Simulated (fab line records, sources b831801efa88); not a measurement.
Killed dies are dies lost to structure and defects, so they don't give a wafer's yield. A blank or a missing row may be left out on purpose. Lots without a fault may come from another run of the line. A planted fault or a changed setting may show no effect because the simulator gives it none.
Which tool did it? | flow gf180mcu | 6 lots, 18 wafers sampled, at 3 steps of a route of 602

WHAT THE GAUGES READ, wafer by wafer
GF_PSD_RS_MEAS_14: measures by four-point-probe.
lot  | measured     | on            | NSD_RS (ohm/sq)
L699 | day 14 21:23 | film_metro-04 | 46.15 46.06 46.10
L704 | day 16 18:03 | film_metro-04 | 42.57 42.51 42.51
L706 | day 17 12:16 | film_metro-03 | 42.53 42.65 42.51
L715 | day 20 15:28 | film_metro-04 | 46.11 46.16 46.11
L717 | day 21 07:15 | film_metro-04 | 46.21 46.15 46.19
L720 | day 22 10:40 | film_metro-02 | 46.19 46.20 46.22

WHICH TOOL RAN EACH LOT (tool, then ch and the chambers of the sampled wafers, then the start)
lot  | GF_POLY_GATE_STRIP_14                | GF_PSD_RTA_13
L699 | plasma_asher-01 ch 0,1, day 9 18:52  | rtp_anneal-01 ch 0, day 14 21:17
L704 | plasma_asher-03 ch 0,1, day 11 06:10 | rtp_anneal-01 ch 0, day 16 17:58
L706 | plasma_asher-03 ch 0,1, day 11 22:43 | rtp_anneal-01 ch 0, day 17 12:10
L715 | plasma_asher-01 ch 0,1, day 14 14:54 | rtp_anneal-02 ch 0, day 20 15:22
L717 | plasma_asher-02 ch 0,1, day 15 02:55 | rtp_anneal-02 ch 0, day 21 07:10
L720 | plasma_asher-03 ch 0,1, day 16 05:34 | rtp_anneal-02 ch 0, day 22 10:34
- GF_POLY_GATE_STRIP_14: strips in O2/N2.
- GF_PSD_RTA_13: time 20 s.

THE ANSWER, worked out from the rows above alone
Rule: what is usual is taken from the lots themselves. Put in order of their means at a reading, lots are off if they are a third of the lots or fewer, leave a main group of 4 or more, and stand apart from it by a gap of 3 or more times the standard deviation of the main group's means; of several such gaps the widest counts. A main group whose means are all the same, to the digits that the tables above print for the reading, isn't used. A lot without any number at a reading at which 4 lots or more have one is off too. The other lots that the step has rows for count as sound.
Off: L704, L706, at GF_PSD_RS_MEAS_14 (NSD_RS). The main group: mean 46.15 ohm/sq, standard deviation 0.041.
A tool fits if, at a process step before that reading, it ran every lot that is off, and no sound lot after the first of them. The gauges at GF_PSD_RS_MEAS_14 are tried like those tools. One fits: rtp_anneal-01 at GF_PSD_RTA_13. Its last sound lot is L699 (day 14 21:17), its first lot that is off L704 (day 16 17:58): a fault that began between those two fits.

WHAT THE SIMULATOR HAD PUT IN
Process parameter drift: rtp_anneal-01, from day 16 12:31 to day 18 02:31, at GF_PSD_RTA_13. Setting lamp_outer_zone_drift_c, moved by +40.
Lots struck among those shown: L704, L706. The rule above found the same.
